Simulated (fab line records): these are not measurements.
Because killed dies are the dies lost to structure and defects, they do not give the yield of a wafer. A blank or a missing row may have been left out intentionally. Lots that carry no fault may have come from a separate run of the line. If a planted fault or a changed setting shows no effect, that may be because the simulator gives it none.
Which of the tools did it? -- flow sky130 -- 11 lots, 33 wafers sampled, at 3 steps of a route of 708

## WHAT EACH GAUGE READ, for each wafer
SKY_CONTACT_THK_MEAS_01.
lot,measured,on,CONTACT_CVD_00_THK (nm)
L856,day 30 05:56,filmMetro-03,74.2 75.7 78.0
L858,day 31 01:18,filmMetro-03,75.5 75.4 75.9
L859,day 31 09:04,filmMetro-03,73.3 74.2 74.2
L861,day 32 09:55,filmMetro-02,75.1 75.0 77.1
L862,day 32 22:02,filmMetro-04,75.1 74.3 74.9
L865,day 33 04:19,filmMetro-03,75.3 74.5 75.9
L867,day 33 19:11,filmMetro-02,62.0 62.5 65.1
L871,day 34 23:39,filmMetro-03,62.5 61.7 61.9
L875,day 36 17:20,filmMetro-03,73.9 74.8 75.9
L877,day 37 01:08,filmMetro-02,74.2 76.4 75.4
L878,day 37 05:23,filmMetro-03,76.1 77.2 76.7

## WHICH TOOL RAN EACH LOT (tool, then ch and the chambers of the sampled wafers, then the start)
lot,SKY_LI_CONTACT_SPUTTER_20,SKY_CONTACT_CVD_00
L856,"pvdSputter-04, day 29 00:55","pecvd-02 ch 0,1,2, day 30 05:53"
L858,"pvdSputter-04, day 29 20:21","pecvd-02 ch 1,2, day 31 01:15"
L859,"pvdSputter-04, day 30 04:19","pecvd-04 ch 0,1,2, day 31 09:01"
L861,"pvdSputter-04, day 31 04:44","pecvd-02 ch 0,2, day 32 09:52"
L862,"pvdSputter-03, day 31 17:25","pecvd-01 ch 0,1,2, day 32 21:59"
L865,"pvdSputter-03, day 31 23:16","pecvd-01 ch 0,1,2, day 33 04:17"
L867,"pvdSputter-02, day 32 14:27","pecvd-01 ch 1,2, day 33 19:08"
L871,"pvdSputter-04, day 33 20:12","pecvd-01 ch 0,1,2, day 34 23:37"
L875,"pvdSputter-04, day 35 13:19","pecvd-02 ch 0,2, day 36 17:16"
L877,"pvdSputter-03, day 35 20:55","pecvd-04 ch 1,2, day 37 01:05"
L878,"pvdSputter-04, day 36 01:31","pecvd-02 ch 0,1,2, day 37 05:20"
- SKY_LI_CONTACT_SPUTTER_20: material TiN, target thk 20 nm, time 80 s.
- SKY_CONTACT_CVD_00: deposits Si3N4, target thk 75 nm.

## THE ANSWER, worked out from the rows above alone
Rule: the lots themselves supply what counts as usual. The widest of any qualifying gaps counts: lots, ordered by their means at a reading, are off when they make up no more than a third of the lots, leave a main group of 4 or more, and stand apart from it by 3 or more times the standard deviation of that group's means. If all means in a main group match to the digits the tables above print for the reading, that group is not used. Also off: a lot with no number at a reading for which 4 or more lots have one. Any other lot the step has rows for is counted as sound.
Off: at SKY_CONTACT_THK_MEAS_01 (CONTACT_CVD_00_THK), L867, L871. For the main group the mean is 75.3 nm and the standard deviation 0.75.
A tool fits if, at a process step before that reading, it ran every lot that is off, and no sound lot after the first of them. The gauges at SKY_CONTACT_THK_MEAS_01 are tried like those tools. One candidate fits, namely pecvd-01 at SKY_CONTACT_CVD_00. A fault onset in the window from L865 (day 33 04:17, its last sound lot) to L867 (day 33 19:08, its first lot off) fits.

## WHAT THE SIMULATOR PUT IN
Site profile drift: pecvd-01, from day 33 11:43 on, at SKY_CONTACT_CVD_00. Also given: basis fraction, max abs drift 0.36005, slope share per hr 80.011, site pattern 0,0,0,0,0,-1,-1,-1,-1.
Shown lots that were struck: L867, L871. The same result came from the rule above.
